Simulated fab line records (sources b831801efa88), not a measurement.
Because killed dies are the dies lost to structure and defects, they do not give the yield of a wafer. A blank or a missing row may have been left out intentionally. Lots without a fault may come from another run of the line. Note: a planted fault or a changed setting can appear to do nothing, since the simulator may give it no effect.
Struck lot and sound lot, side by side    flow sky130    23 out of 708 route steps
Sound: wafers L658.1, L658.2, L658.5. Wafers struck: L666.3, L666.5, L666.6. The cause is named last.
Per side, at each step with rows, come the tool, then ch with its chambers, and then its first start. Under that, the readings that differ: sound wafers    struck wafers    difference of the means    sigmas: that difference in standard deviations of wafers without a fault.
alike: readings with means less than 2 such deviations apart, plus words and numbers identical on both sides. not compared: withheld readings, readings lacking a value on some wafer, bounds such as >300 that could conceal the same value, and numbers that have no deviation in the record and whose values overlap.
A row with sigmas, a row that says differs or no value, or rows on one side alone: a step with any of these is where the two part. Numbers that have no deviation but don't overlap get no sigmas and don't part them. A reading that every wafer of one side lacks parts them only if that side has two wafers or more.

SKY_LOCAL_INTERCONNECT_STRIP_15: strips in O2/N2.
  sound on plasma-asher-02 ch 0,1, day 31 14:56; struck on plasma-asher-04 ch 0,1, day 34 10:46
reading                       sound              struck             difference  sigmas
strip-time-to-endpoint-s (s)  4.689 4.691 4.701  4.765 4.729 4.798  +0.070      +3
  alike: drypump-motor-current-A, oes-product-au
  not compared: rf-hours-counter-h
then, 3 steps without rows for these wafers: SKY_LOCAL_INTERCONNECT_STRIP_16 (strips in post etch residue remover, time 1200 s); SKY_LOCAL_INTERCONNECT_CLEAN_17 (cleans in IPA, time 180 s); SKY_LOCAL_INTERCONNECT_CLEAN_18 (cleans in O3/DIW).
SKY_CONTACT_CVD_00: deposits Si3N4, target thk 75 nm.
  sound on pecvd-01 ch 0,1, day 31 15:34; struck on pecvd-03 ch 0,1, day 34 11:19
  alike: heater-power-w
SKY_CONTACT_THK_MEAS_01:
  sound on film-metro-03, day 31 15:36; struck on film-metro-01, day 34 11:23
  alike: CONTACT_CVD_00_THK
then, 1 step without rows for these wafers: SKY_CONTACT_HDPCVD_02 (deposits SiO2, target thk 565 nm, time 94.2 s).
SKY_CONTACT_THK_MEAS_03:
  sound on film-metro-01, day 31 15:44; struck on film-metro-04, day 34 11:31
  alike: CONTACT_HDPCVD_THK
SKY_CONTACT_CMP_04: polishes SiO2.
  sound on cmp-01 ch 0,2,3, day 31 15:53; struck on cmp-02 ch 0,1,2, day 34 11:42
  alike: edge-zone-pressure-frac, motor-current-A, time-to-endpoint-s
SKY_CONTACT_BOW_MEAS_05:
  sound on film-metro-03, day 31 16:05; struck on film-metro-04, day 34 11:53
  alike: CONTACT_BOW
then, 2 steps without rows for these wafers: SKY_CONTACT_DEHYDRATE_06 (time 60 s); SKY_CONTACT_HMDS_07 (prime time 60 s).
SKY_CONTACT_COAT_08: resist thk 60 nm.
  sound on litho-track-04 ch 0, day 32 05:55; struck on litho-track-03 ch 0, day 35 01:11
reading               sound                 struck                difference  sigmas
spin-speed-rpm (rpm)  3001.0 3000.7 3002.1  2840.6 2843.9 2835.6  -161.2      -81
  not compared: chill-plate-temp-C
then, 5 steps without rows for these wafers: SKY_CONTACT_COAT_09 (resist thk 450 nm); SKY_CONTACT_SOFTBAKE_10 (time 90 s); SKY_CONTACT_EXPOSE_11 (exposes mask CTM1, target cd 170 nm); SKY_CONTACT_PEB_12; SKY_CONTACT_DEVELOP_13 (develop time 60 s).
SKY_CONTACT_CD_MEAS_14: target cd 170 nm.
  sound on cd-sem-01, day 32 20:07; struck on cd-sem-02, day 35 15:04
  alike: cd-nm
SKY_CONTACT_OVL_MEAS_15:
  sound on overlay-01, day 32 20:14; struck on overlay-02, day 35 15:10
  alike: CONTACT_OVL
SKY_CONTACT_ETCH_16: etches BARC in N2/H2, stops on SiO2, time 45.9 s, target depth 60 nm.
  sound on rie-diel-04 ch 1,2,3, day 32 20:17; struck on rie-diel-04 ch 1,2, day 35 15:11
reading                   sound              struck             difference  sigmas
oes-product-au (a.u.)     0.852 0.860 0.852  0.873 0.868 0.865  +0.014      +3
model.etch.depth-nm (nm)  60.05 59.77 59.88  61.61 61.55 61.65  +1.70       
  alike: bias-w, drypump-motor-current-A, throttle-valve-pct
  not compared: rf-hours-counter-h
SKY_CONTACT_ETCH_17: etches SiO2 in C4F8/O2/Ar, stops on Si3N4, target depth 340 nm.
  sound on rie-diel-04 ch 1,2,3, day 32 20:19; struck on rie-diel-04 ch 1,2, day 35 15:13
  alike: bias-w, oes-product-au
then, 1 step without rows for these wafers: SKY_PAD_OPEN_PROBE_99.

WHERE THEY PART
At SKY_LOCAL_INTERCONNECT_STRIP_15 first; at SKY_CONTACT_ETCH_16 last (within this record only). Later steps at which nothing parts them and some readings are alike: SKY_CONTACT_ETCH_17.

WHY: the cause the simulator had injected
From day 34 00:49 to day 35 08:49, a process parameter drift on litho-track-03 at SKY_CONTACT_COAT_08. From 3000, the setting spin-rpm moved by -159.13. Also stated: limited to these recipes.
